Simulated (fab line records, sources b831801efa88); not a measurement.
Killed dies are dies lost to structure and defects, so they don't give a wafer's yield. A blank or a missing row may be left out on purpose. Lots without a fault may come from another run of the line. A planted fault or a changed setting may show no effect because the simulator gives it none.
A struck lot beside a sound one | flow gf180mcu | 30 steps out of a route of 602
Sound: wafers L415.1, L415.2, L415.4. Struck: wafer L423.6. (L423.1, L423.4 of the same lot were not struck and are left out.) The cause comes at the end.
At each step with rows: each side's tool, then ch and its chambers, then its first start. Under that, the readings that differ: sound wafers | struck wafers | difference of the means | sigmas: that difference in standard deviations of wafers without a fault.
alike: readings whose means differ by less than 2 such deviations, and words and numbers that are the same on both sides. not compared: withheld readings, readings that some wafer has no value for, bounds like >300 that may hide the same value, and numbers for which the record gives no deviation and whose values overlap.
The two part at a step that has a row with sigmas, a row that says differs or no value, or rows on one side only. Numbers that don't overlap but have no deviation are shown without sigmas and don't part them. A reading that every wafer of one side lacks parts them only if that side has two wafers or more.

first, 3 steps without rows for these wafers: GF_PSD_EXPOSE_04 (exposes mask Pplus, target cd 400 nm); GF_PSD_PEB_05; GF_PSD_DEVELOP_06 (develop time 60 s).
GF_PSD_CD_MEAS_07: target cd 400 nm.
  sound on cd_sem-02, day 15 07:45; struck on cd_sem-01, day 18 03:39
  reading    | sound             | struck | difference | sigmas
  cd_nm (nm) | 401.6 402.9 401.1 | 397.0  | -4.9       | -2
GF_PSD_OVL_MEAS_08:
  sound on overlay-01, day 15 07:52; struck on overlay-01, day 18 03:46
  alike: PSD_OVL
then, 1 step without rows for these wafers: GF_PSD_IMPLANT_09.
GF_PSD_STRIP_10: strips in O2/N2.
  sound on plasma_asher-03 ch 0,1, day 15 08:04; struck on plasma_asher-02 ch 0, day 18 03:58
  reading                     | sound       | struck | difference | sigmas
  drypump_motor_current_A (A) | 5.8 6.3 6.3 | 4.9    | -1.2       | -3
  alike: heater_power_w, o2_flow_sccm, oes_product_au, strip_time_to_endpoint_s
  not compared: rf_hours_counter_h
GF_PSD_TW_MEAS_11:
  sound on film_metro-01, day 15 08:10; struck on film_metro-02, day 18 04:04
  alike: PSD_TW
then, 1 step without rows for these wafers: GF_PSD_CLEAN_12 (cleans in SC1/SC2, time 150 s).
GF_PSD_RTA_13: time 20 s.
  sound on rtp_anneal-02 ch 0, day 15 08:16; struck on rtp_anneal-01 ch 0, day 18 04:10
  reading            | sound          | struck | difference | sigmas
  lamp_power_pct (%) | 31.6 31.5 31.6 | 33.2   | +1.6       | +2
  alike: wafer_temp_C_max
GF_PSD_RS_MEAS_14: measures by four-point-probe.
  sound on film_metro-04, day 15 08:21; struck on film_metro-02, day 18 04:15
  alike: NSD_RS
GF_PSD_RS_MEAS_15: measures by four-point-probe.
  sound on film_metro-04, day 15 08:28; struck on film_metro-02, day 18 04:22
  alike: PSD_RS
GF_SAB_CVD_00: deposits SiO2 from TEOS, target thk 50 nm, time 4.9302 s.
  sound on pecvd-01 ch 1,2, day 15 08:35; struck on pecvd-04 ch 0, day 18 04:29
  reading                              | sound             | struck | difference | sigmas
  model.SiO2_of_SAB_CVD_00.thk_nm (nm) | 48.35 48.88 49.69 | 65.45  | +16.48     |
  alike: heater_power_w
GF_SAB_THK_MEAS_01:
  sound on film_metro-03, day 15 08:37; struck on film_metro-01, day 18 04:31
  reading             | sound          | struck | difference | sigmas
  SAB_CVD_00_THK (nm) | 48.4 48.8 49.6 | 65.4   | +16.5      | +24
then, 7 steps without rows for these wafers: GF_SAB_DEHYDRATE_02 (time 60 s); GF_SAB_HMDS_03 (prime time 60 s); GF_SAB_COAT_04 (resist thk 1000 nm); GF_SAB_SOFTBAKE_05 (time 60 s); GF_SAB_EXPOSE_06 (exposes mask SAB, target cd 420 nm); GF_SAB_PEB_07; GF_SAB_DEVELOP_08 (develop time 60 s).
GF_SAB_CD_MEAS_09: target cd 420 nm.
  sound on cd_sem-01, day 16 06:06; struck on cd_sem-01, day 19 04:37
  reading    | sound             | struck | difference | sigmas
  cd_nm (nm) | 419.2 418.3 419.7 | 424.8  | +5.7       | +2
GF_SAB_OVL_MEAS_10:
  sound on overlay-01, day 16 06:13; struck on overlay-01, day 19 04:44
  alike: SAB_OVL
GF_SAB_ETCH_11: etches SiO2 in C4F8/O2/Ar, target depth 55 nm, time 8.5 s.
  sound on rie_diel-04 ch 0,1,3, day 16 06:16; struck on rie_diel-01 ch 3, day 19 04:46
  alike: oes_product_au
  not compared: rf_hours_counter_h
then, 1 step without rows for these wafers: GF_SAB_WET_ETCH_12 (etches SiO2 in dHF, target depth 22 nm, time 440 s).
GF_SAB_STRIP_13: strips in O2/N2.
  sound on plasma_asher-03 ch 0,1, day 16 06:25; struck on plasma_asher-03 ch 0, day 19 04:56
  alike: drypump_motor_current_A, heater_power_w, o2_flow_sccm, oes_product_au, strip_time_to_endpoint_s
  not compared: rf_hours_counter_h
then, 1 step without rows for these wafers: GF_SALICIDE_CLEAN_00 (cleans in SC1/SC2, time 150 s).
GF_SALICIDE_WET_ETCH_01: etches SiO2 in dHF, target depth 5 nm, time 100 s.
  sound on wet_bench-03 ch 1, day 16 06:34; struck on wet_bench-03 ch 2, day 19 05:05
  reading                              | sound             | struck | difference | sigmas
  model.SiO2_of_SAB_CVD_00.thk_nm (nm) | 37.56 38.08 38.92 | 54.78  | +16.59     |
GF_SALICIDE_SPUTTER_02: material Co, target thk 10 nm, time 20 s.
  sound on pvd_sputter-04, day 16 06:37; struck on pvd_sputter-03, day 19 05:07
  alike: throttle_valve_pct
GF_PASSIVATION_PROBE_99:
  the record has rows for the sound wafers here (prober-02, day 30 02:05) and none for the struck ones

WHERE THEY PART
First at GF_PSD_CD_MEAS_07; last, within this record, at GF_PASSIVATION_PROBE_99.

WHY: what the simulator had put in
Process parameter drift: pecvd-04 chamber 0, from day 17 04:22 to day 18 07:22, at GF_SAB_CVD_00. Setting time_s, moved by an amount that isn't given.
